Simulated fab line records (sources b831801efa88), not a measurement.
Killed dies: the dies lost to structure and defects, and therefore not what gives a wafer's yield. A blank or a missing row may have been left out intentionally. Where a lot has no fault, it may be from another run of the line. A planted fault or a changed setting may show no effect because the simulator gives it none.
A single fault, viewed from 2 desks + flow gf180mcu + each desk has only its own numbers; what lay behind them comes last

== AT THE METROLOGY DESK ==
Lot by lot, what the gauges showed, no matter which tool ran the lot: averages of those sampled wafers that carry a number. A lot is out of limits, marked OUT, if its mean lies more than 4 standard deviations from the usual mean; the brackets give that distance.
Columns: A = VT_IMPLANT_OVL at GF_VT_IMPLANT_OVL_MEAS_07, usual -0.8 nm
| lot  | first seen here | A    |
|------|-----------------|------|
| L757 | day 5 20:28     | -2.2 |
| L758 | day 6 01:13     | 0.1  |
| L759 | day 6 05:52     | -0.6 |
| L761 | day 6 15:04     | -1.7 |
| L760 | day 6 17:29     | 0.8  |
| L762 | day 6 22:56     | -0.3 |
| L765 | day 7 14:10     | -3.2 |
| L774 | day 10 00:43    | -2.1 |
| L775 | day 10 07:01    | -0.7 |
| L776 | day 10 14:52    | 0.9  |
| L778 | day 10 20:47    | -0.9 |
| L779 | day 11 06:31    | -1.0 |
| L780 | day 11 12:46    | -1.7 |
This desk found nothing out of limits on any of the 13 lots.

== TOOL OWNER'S DESK, wet_bench-04 ==
The tool's own readings at GF_STI_WET_ETCH_17 (etches Si3N4 in H3PO4, target depth 45 nm, time 514 s): means of the sampled wafers that have a number, for each lot that ran on this tool. A lot is out of limits, marked OUT, if its mean lies more than 4 standard deviations from the usual mean; the brackets give that distance.
Columns: A = bath_guard_temp_C at GF_STI_WET_ETCH_17, usual 159.8 C; B = bath_heat_duty_pct at GF_STI_WET_ETCH_17, usual 28.1 %; C = temp_c at GF_STI_WET_ETCH_17, usual 159.99 C
| lot  | first seen here | A                | B    | C                |
|------|-----------------|------------------|------|------------------|
| L758 | day 2 09:57     | 158.8            | 27.3 | 160.00           |
| L759 | day 2 15:57     | 160.6            | 25.2 | 160.02           |
| L761 | day 2 22:41     | 160.2            | 30.0 | 159.94           |
| L765 | day 3 18:29     | 160.3            | 27.4 | 159.99           |
| L774 | day 5 17:48     | 154.4 (-9.4) OUT | 24.2 | 155.18 (-34) OUT |
| L779 | day 6 19:03     | 160.1            | 29.5 | 160.11           |
Finding of this desk: L774 out of limits; the first was L774 at day 5 17:48, on bath_guard_temp_C at GF_STI_WET_ETCH_17. In limits: L758, L759, L761, L765, L779.

== TAKEN TOGETHER ==
The tool owner's desk could have raised an alarm at day 5 17:48, on L774.
From the metrology desk's view, nothing was out of limits.
The metrology desk has L774 on record, within its limits.
Of the lots named, all ran GF_STI_WET_ETCH_17 on wet_bench-04.

== WHAT THE SIMULATOR HAD PUT IN ==
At GF_STI_WET_ETCH_17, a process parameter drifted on wet_bench-04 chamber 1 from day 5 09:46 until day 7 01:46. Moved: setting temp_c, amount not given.
Struck lots among those shown: L774.
Each desk's first reading out of limits, in hours after the fault started: the tool owner's desk, 8.
